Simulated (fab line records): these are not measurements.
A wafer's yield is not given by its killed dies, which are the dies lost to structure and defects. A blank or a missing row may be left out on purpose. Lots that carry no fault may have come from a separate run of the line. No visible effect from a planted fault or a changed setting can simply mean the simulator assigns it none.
Split-lot experiment    flow gf180mcu    5 lots, 23 wafers read, on a route of 602 steps

== THE SPLIT ITSELF ==
At GF_NWELL_IMPLANT_08, the setting dose_cm2 was moved away from the recipe's 1.5e+13 on 9 of the 23 wafers read, by -17.2% to +11.8%. The other wafers ran this setting at the recipe's value.

== FROM THE SPLIT TO THE READING: what the file shows between them, 2 steps ==
- GF_NWELL_IMPLANT_09
- GF_NWELL_STRIP_10: strips in O2/N2

== THE READING ==
NWELL_TW, at GF_NWELL_TW_MEAS_11. Fault-free wafers of this fab line usually give 1578, standard deviation 18.

wafer   tool, chamber at the split  dose_cm2 as run  against the recipe  NWELL_TW  against lot-mates on the recipe
L075.1  implanter-02, 0             1.5e+13          recipe              1552      -
L075.2  implanter-02, 0             1.5e+13          recipe              1556      -
L075.4  implanter-02, 0             1.25e+13         -16.7%              1480      -74
L075.5  implanter-02, 0             1.25e+13         -16.7%              1481      -73
L075.6  implanter-02, 0             1.25e+13         -16.7%              1481      -73
L082.1  implanter-02, 0             1.5e+13          recipe              1594      -
L082.2  implanter-02, 0             1.5e+13          recipe              1606      -
L082.3  implanter-02, 0             1.242e+13        -17.2%              1510      -85
L082.4  implanter-02, 0             1.5e+13          recipe              1585      -
L082.5  implanter-02, 0             1.242e+13        -17.2%              1508      -87
L083.2  implanter-03, 0             1.5e+13          recipe              1589      -
L083.3  implanter-03, 0             1.5e+13          recipe              1602      -
L083.4  implanter-03, 0             1.5e+13          recipe              1591      -
L084.1  implanter-04, 0             1.5e+13          recipe              1593      -
L084.2  implanter-04, 0             1.5e+13          recipe              1586      -
L084.3  implanter-04, 0             1.5e+13          recipe              1585      -
L084.4  implanter-04, 0             1.677e+13        +11.8%              1640      +52
L084.5  implanter-04, 0             1.677e+13        +11.8%              1639      +51
L085.1  implanter-02, 0             1.387e+13        -7.5%               1566      -27
L085.2  implanter-02, 0             1.387e+13        -7.5%               1563      -30
L085.3  implanter-02, 0             1.5e+13          recipe              1599      -
L085.4  implanter-02, 0             1.5e+13          recipe              1583      -
L085.6  implanter-02, 0             1.5e+13          recipe              1597      -

THE FIT
A straight line over all 23 wafers: NWELL_TW changes by +5.24 for each +1% of dose_cm2; r = +0.94; the points scatter about the line by 16.
The same after taking each lot's own level away (the mean of its wafers on the recipe; 23 wafers): +4.55 for each +1%; r = +0.99; scatter 5.9.
According to that fit, moving dose_cm2 by its largest amount changes the reading by 78.
Measured against the standard deviation above, the lots' own levels, which go from 1554.0 to 1595.0, span 2.3 times it.
So the lot-to-lot level changes the slope: the two fits differ.
Check: with one of the wafers moved furthest among these (-17.2%) left out of the fit, the line predicts -77 for it against its lot-mates. Against them it came out at -85.

== THE OTHER SPLITS THESE WAFERS WENT THROUGH ==
Note: prior to the reading, these wafers also went through further splits. Each is held against what the fit with the lots' levels taken away leaves over:
other split on the same wafers    wafers away from the commonest value  r with NWELL_TW (lot level and that fit taken away)
GF_DNWELL_STRIP_08 platen_temp_c  7                                     +0.09

== FILE'S OWN FIT ==
NWELL_TW changes by +4.6 for each +1% of dose_cm2, r = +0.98.
